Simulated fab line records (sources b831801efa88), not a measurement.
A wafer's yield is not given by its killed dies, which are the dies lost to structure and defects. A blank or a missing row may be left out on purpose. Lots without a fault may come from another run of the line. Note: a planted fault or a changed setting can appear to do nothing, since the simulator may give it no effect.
fab line records | flow gf180mcu
record lots=15 | wafers=42 | last-day=34
route steps=602 shown VT_IMPLANT@135 NSD@243 PSD@259 CONTACT@292
lots with no fault: from the same line, run without faults
start-h: the number of hours between the record's first day and the start of the first shown wafer of the lot | wait-h: time in hours since the lot's previous step | " unchanged from the row above | L1.1+2: one row covering several wafers at once | - no value, or no start given | * or withheld: withheld | < > ~ a bound
route shown NAME@n: NAME is a module with steps in the file, n the number in the route of the first one | usual: mean/standard deviation taken from wafers without a fault | same: alike in all rows | chamber/n: place in a boat | sites: per-site readings | _std_site: the standard deviation of these | _edge_site: mean of outer sites minus mean of inner sites | radius-mm: for every site, how far away it sits from the centre of the wafer | mask NAME#n: copy n | behind: tool/chamber where the wafer was last shaped | hold: cause of the lot's hold/its duration in hours/its outcome | device: whichever transistor did not switch (one of n, p or np) | end of line: the tests these same wafers got at the end of their route | a step without rows: its recipe alone | killed: the dies lost at the first sort to structure and to defects; this is not the yield of the wafer | map: a wafer's dies, x killed, . not, _ none there
set.NAME: the setting as run; set.NAME@STEP: as run at that earlier step | model.NAME: the simulator's own value behind a step, which no gauge read
one table for each step of the route and one row for each wafer, over a sample of lots
services: from which hour (start-h, from the record's first day; less than 0 if before it) a tool's chamber was out of use, for how many hours, and why
## steps
# step GF_VT_IMPLANT_RTA_45
# recipe temp-c=1050 | time-s=30 | ambient=N2
# usual anneal-temp-c-max=1054.6/1.1 | chamber-o2-ppm=2.003/0.023 | lamp-power-pct=37.0/1.4 | run-length-s=58.9/0.47 | wafer_temp_C_max=1054.4/1.1
lot.wafer | tool          | chamber | start-h | wait-h | anneal-temp-c-max | chamber-o2-ppm | lamp-power-pct | run-length-s | wafer_temp_C_max
L995.1    | rtp-anneal-01 | 0       | 159.11  | 0.0    | 1055.1            | 2.035          | 35.6           | 59.1         | 1056.1
L995.2    | "             | 0       | "       | "      | 1055.5            | 1.977          | 35.6           | 59.1         | 1054.4
L995.5    | "             | 0       | "       | "      | 1054.0            | 1.998          | 35.6           | 58.7         | 1053.7
L998.3    | rtp-anneal-02 | 0       | 178.05  | 0.0    | 1056.4            | 1.999          | 38.5           | 58.9         | 1054.4
L998.5    | "             | 0       | "       | "      | 1054.9            | 2.002          | 38.5           | 58.6         | 1053.2
L998.6    | "             | 0       | "       | "      | 1054.5            | 2.007          | 38.5           | 58.5         | 1053.3
L999.1    | rtp-anneal-01 | 0       | 189.38  | 0.0    | 1052.9            | 1.990          | 35.6           | 58.7         | 1054.8
L999.5    | "             | 0       | "       | "      | 1053.8            | 2.031          | 35.6           | 58.9         | 1056.6
L999.6    | "             | 0       | "       | "      | 1052.9            | 2.023          | 35.6           | 58.8         | 1053.9
L100.2    | rtp-anneal-02 | 0       | 192.84  | 0.0    | 1054.9            | 1.986          | 38.5           | 58.5         | 1053.3
L100.4    | "             | 0       | "       | "      | 1054.2            | 2.025          | 38.5           | 58.5         | 1054.7
L100.5    | "             | 0       | "       | "      | 1054.0            | 1.981          | 38.5           | 58.5         | 1053.0
L101.2    | rtp-anneal-01 | 0       | 197.23  | 0.0    | 1053.9            | 2.028          | 35.7           | 59.3         | 1053.0
L101.4    | "             | 0       | "       | "      | 1053.7            | 1.985          | 35.6           | 58.7         | 1056.8
L101.5    | "             | 0       | "       | "      | 1054.4            | 2.007          | 35.6           | 59.4         | 1055.1
L102.3    | rtp-anneal-01 | 0       | 207.27  | 0.0    | 1054.4            | 2.014          | 35.6           | 59.0         | 1057.2
L102.4    | "             | 0       | "       | "      | 1053.7            | 1.993          | 35.6           | 59.0         | 1054.4
L102.5    | "             | 0       | "       | "      | 1054.5            | 2.022          | 35.6           | 59.0         | 1055.3
L104.1    | rtp-anneal-01 | 0       | 216.46  | 0.0    | 1054.4            | 1.990          | 35.6           | 59.2         | 1053.2
L104.4    | "             | 0       | "       | "      | 1053.2            | 2.003          | 35.4           | 54.1         | 1053.6
L105.1    | rtp-anneal-01 | 0       | 223.76  | 0.0    | 1054.8            | 2.008          | 35.6           | 59.3         | 1055.6
L105.4    | "             | 0       | "       | "      | 1052.7            | 2.003          | 35.5           | 54.1         | 1055.0
L106.2    | rtp-anneal-01 | 0       | 229.06  | 0.0    | 1053.3            | 1.964          | 35.6           | 58.7         | 1057.5
L106.5    | "             | 0       | "       | "      | 1053.9            | 2.000          | 35.5           | 54.6         | 1055.0
L112.3    | rtp-anneal-02 | 0       | 271.89  | 0.0    | 1055.3            | 2.031          | 38.5           | 58.7         | 1055.6
L112.4    | "             | 0       | "       | "      | 1054.8            | 1.985          | 38.5           | 58.5         | 1053.7
L112.5    | "             | 0       | "       | "      | 1056.2            | 2.017          | 38.5           | 58.6         | 1054.7
L114.1    | rtp-anneal-02 | 0       | 297.04  | 0.0    | 1054.4            | 2.036          | 38.5           | 58.5         | 1053.4
L114.2    | "             | 0       | "       | "      | 1055.5            | 2.002          | 38.5           | 58.7         | 1053.9
L114.3    | "             | 0       | "       | "      | 1055.7            | 2.037          | 38.5           | 58.8         | 1053.5
L115.1    | rtp-anneal-01 | 0       | 299.53  | 0.0    | 1054.2            | 1.992          | 35.6           | 59.2         | 1055.1
L115.2    | "             | 0       | "       | "      | 1054.1            | 1.959          | 35.6           | 59.2         | 1054.4
L115.3    | "             | 0       | "       | "      | 1053.3            | 1.970          | 35.7           | 59.4         | 1054.1
L116.4    | rtp-anneal-02 | 0       | 302.61  | 0.1    | 1056.9            | 1.997          | 38.5           | 58.4         | 1052.0
L116.5    | "             | 0       | "       | "      | 1055.2            | 1.986          | 38.6           | 58.8         | 1053.9
L116.6    | "             | 0       | "       | "      | 1056.3            | 1.995          | 38.5           | 58.9         | 1052.6
L117.1    | rtp-anneal-01 | 0       | 311.17  | 0.0    | 1054.1            | 2.051          | 35.6           | 58.7         | 1054.3
L117.5    | "             | 0       | "       | "      | 1053.1            | 2.061          | 35.6           | 59.1         | 1056.6
L117.6    | "             | 0       | "       | "      | 1055.1            | 2.033          | 35.7           | 59.0         | 1054.5
L118.1    | rtp-anneal-01 | 0       | 318.03  | 0.0    | 1053.5            | 2.008          | 35.6           | 59.0         | 1055.5
L118.3    | "             | 0       | "       | "      | 1054.0            | 1.996          | 35.7           | 59.2         | 1055.4
L118.4    | "             | 0       | "       | "      | 1054.5            | 2.069          | 35.6           | 58.9         | 1056.7
# step GF_NSD_OVL_MEAS_08
# usual NSD_OVL=0.7/1.5
lot.wafer | tool       | chamber | start-h | wait-h | NSD_OVL[nm]
L995.1    | overlay-02 | -       | 297.40  | 0.1    | 1.2
L995.2    | "          | -       | "       | "      | -0.4
L995.5    | "          | -       | "       | "      | 0.1
L998.3    | overlay-01 | -       | 319.59  | 0.1    | 1.4
L998.5    | "          | -       | "       | "      | 1.0
L998.6    | "          | -       | "       | "      | 1.6
L999.1    | overlay-01 | -       | 331.71  | 0.1    | 1.0
L999.5    | "          | -       | "       | "      | 1.6
L999.6    | "          | -       | "       | "      | 0.4
L100.2    | overlay-01 | -       | 336.69  | 0.1    | 2.4
L100.4    | "          | -       | "       | "      | 0.3
L100.5    | "          | -       | "       | "      | 1.9
L101.2    | overlay-01 | -       | 342.65  | 0.1    | 0.3
L101.4    | "          | -       | "       | "      | 0.9
L101.5    | "          | -       | "       | "      | 0.8
L102.3    | overlay-01 | -       | 355.62  | 0.1    | -2.6
L102.4    | "          | -       | "       | "      | -1.3
L102.5    | "          | -       | "       | "      | 0.0
L104.1    | overlay-02 | -       | 369.81  | 0.1    | -0.3
L104.4    | "          | -       | "       | "      | 1.5
L105.1    | overlay-02 | -       | 379.96  | 0.1    | 2.3
L105.4    | "          | -       | "       | "      | 3.3
L106.2    | overlay-01 | -       | 388.94  | 0.1    | 1.4
L106.5    | "          | -       | "       | "      | 0.2
L112.3    | overlay-02 | -       | 436.86  | 0.1    | -1.3
L112.4    | "          | -       | "       | "      | -2.9
L112.5    | "          | -       | "       | "      | -0.4
L114.1    | overlay-02 | -       | 470.85  | 0.1    | 1.3
L114.2    | "          | -       | "       | "      | 2.3
L114.3    | "          | -       | "       | "      | 4.0
L115.1    | overlay-01 | -       | 473.15  | 0.1    | -1.2
L115.2    | "          | -       | "       | "      | 1.0
L115.3    | "          | -       | "       | "      | 1.6
L116.4    | overlay-01 | -       | 478.26  | 0.1    | 1.2
L116.5    | "          | -       | "       | "      | 1.5
L116.6    | "          | -       | "       | "      | 1.6
L117.1    | overlay-01 | -       | 482.03  | 0.1    | -1.2
L117.5    | "          | -       | "       | "      | -1.1
L117.6    | "          | -       | "       | "      | -0.7
L118.1    | overlay-01 | -       | 490.38  | 0.1    | 2.0
L118.3    | "          | -       | "       | "      | 3.0
L118.4    | "          | -       | "       | "      | 2.3
# step GF_PSD_TW_MEAS_11
# usual PSD_TW=3187/21
lot.wafer | tool          | chamber | start-h | wait-h | PSD_TW
L995.1    | film-metro-03 | -       | 318.93  | 0.1    | 3216
L995.2    | "             | -       | "       | "      | 3197
L995.5    | "             | -       | "       | "      | 3210
L998.3    | film-metro-03 | -       | 341.02  | 0.1    | 3196
L998.5    | "             | -       | "       | "      | 3188
L998.6    | "             | -       | "       | "      | 3204
L999.1    | film-metro-04 | -       | 353.75  | 0.1    | 3202
L999.5    | "             | -       | "       | "      | 3202
L999.6    | "             | -       | "       | "      | 3206
L100.2    | film-metro-01 | -       | 358.96  | 0.1    | 3199
L100.4    | "             | -       | "       | "      | 3190
L100.5    | "             | -       | "       | "      | 3182
L101.2    | film-metro-03 | -       | 364.44  | 0.1    | 3193
L101.4    | "             | -       | "       | "      | 3193
L101.5    | "             | -       | "       | "      | 3193
L102.3    | film-metro-01 | -       | 379.58  | 0.1    | 3144
L102.4    | "             | -       | "       | "      | 3184
L102.5    | "             | -       | "       | "      | 3173
L104.1    | film-metro-01 | -       | 392.63  | 0.1    | 3150
L104.4    | "             | -       | "       | "      | 3167
L105.1    | film-metro-03 | -       | 403.68  | 0.1    | 3218
L105.4    | "             | -       | "       | "      | 3222
L106.2    | film-metro-01 | -       | 413.20  | 0.1    | 3169
L106.5    | "             | -       | "       | "      | 3150
L112.3    | film-metro-01 | -       | 462.63  | 0.1    | 3171
L112.4    | "             | -       | "       | "      | 3173
L112.5    | "             | -       | "       | "      | 3175
L114.1    | film-metro-03 | -       | 495.01  | 0.1    | 3207
L114.2    | "             | -       | "       | "      | 3204
L114.3    | "             | -       | "       | "      | 3213
L115.1    | film-metro-03 | -       | 497.90  | 0.1    | 3200
L115.2    | "             | -       | "       | "      | 3209
L115.3    | "             | -       | "       | "      | 3214
L116.4    | film-metro-04 | -       | 502.14  | 0.1    | 3200
L116.5    | "             | -       | "       | "      | 3199
L116.6    | "             | -       | "       | "      | 3209
L117.1    | film-metro-04 | -       | 506.58  | 0.1    | 3195
L117.5    | "             | -       | "       | "      | 3186
L117.6    | "             | -       | "       | "      | 3187
L118.1    | film-metro-03 | -       | 513.83  | 0.1    | 3202
L118.3    | "             | -       | "       | "      | 3206
L118.4    | "             | -       | "       | "      | 3199
# step GF_CONTACT_BOW_MEAS_05
# recipe mode=bow
# usual CONTACT_BOW=65/7.3
lot.wafer | tool          | chamber | start-h | wait-h | CONTACT_BOW[um]
L995.1    | film-metro-01 | -       | 340.97  | 0.2    | 68
L995.2    | "             | -       | "       | "      | 57
L995.5    | "             | -       | "       | "      | 52
L998.3    | film-metro-01 | -       | 364.33  | 0.1    | 62
L998.5    | "             | -       | "       | "      | 68
L998.6    | "             | -       | "       | "      | 61
L999.1    | film-metro-02 | -       | 377.23  | 0.1    | 63
L999.5    | "             | -       | "       | "      | 66
L999.6    | "             | -       | "       | "      | 57
L100.2    | film-metro-01 | -       | 383.55  | 0.1    | 61
L100.4    | "             | -       | "       | "      | 56
L100.5    | "             | -       | "       | "      | 50
L101.2    | film-metro-04 | -       | 388.88  | 0.3    | 69
L101.4    | "             | -       | "       | "      | 73
L101.5    | "             | -       | "       | "      | 64
L102.3    | film-metro-04 | -       | 403.90  | 0.2    | 70
L102.4    | "             | -       | "       | "      | 66
L102.5    | "             | -       | "       | "      | 68
L104.1    | film-metro-02 | -       | 419.06  | 0.2    | 69
L104.4    | "             | -       | "       | "      | 51
L105.1    | film-metro-02 | -       | 429.40  | 0.2    | 61
L105.4    | "             | -       | "       | "      | 65
L106.2    | film-metro-01 | -       | 439.53  | 0.2    | 69
L106.5    | "             | -       | "       | "      | 77
L112.3    | film-metro-04 | -       | 488.87  | 0.2    | 65
L112.4    | "             | -       | "       | "      | 64
L112.5    | "             | -       | "       | "      | 71
L114.1    | film-metro-02 | -       | 519.92  | 0.1    | 65
L114.2    | "             | -       | "       | "      | 65
L114.3    | "             | -       | "       | "      | 67
L115.1    | film-metro-02 | -       | 522.91  | 0.1    | 69
L115.2    | "             | -       | "       | "      | 62
L115.3    | "             | -       | "       | "      | 59
L116.4    | film-metro-02 | -       | 527.85  | 0.2    | 69
L116.5    | "             | -       | "       | "      | 73
L116.6    | "             | -       | "       | "      | 66
L117.1    | film-metro-01 | -       | 531.42  | 0.2    | 50
L117.5    | "             | -       | "       | "      | 55
L117.6    | "             | -       | "       | "      | 66
L118.1    | film-metro-02 | -       | 538.91  | 0.2    | 58
L118.3    | "             | -       | "       | "      | 65
L118.4    | "             | -       | "       | "      | 58
## services
tool          | chamber | start-h | hours | kind
rtp-anneal-01 | -       | 241.00  | 22.0  | pm
## key
first-sign step=GF_VT_IMPLANT_RTA_45 | reading=run-length-s | direction=down | sigmas=9.9 | usual=* | struck=*
effect none on later readings
met-at GF_VT_IMPLANT_RTA_45
struck-lots L104,L105,L106
struck-wafers L104.4,L105.4,L106.5
tester-left-out L104,L105,L106
not-acting-at GF_NSD_OVL_MEAS_08,GF_PSD_TW_MEAS_11,GF_CONTACT_BOW_MEAS_05
onset-between 207.27 216.46
fault kind=process-parameter-drift | tool=rtp-anneal-01 | chamber=- | onset-h=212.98 | steps=GF_VT_IMPLANT_RTA_45 | channel=time-s | offset=* | shape=step | end-h=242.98 | scope=struck-wafers-only | acts-in=* | stated=*
# tester-left-out: of these lots the tester's yield and bins aren't shown, on N5 and GAA mostly nor the transistor test; their killed dies are dies lost to structure and defects alone, not to doping, threshold or leakage, so they don't give the yield
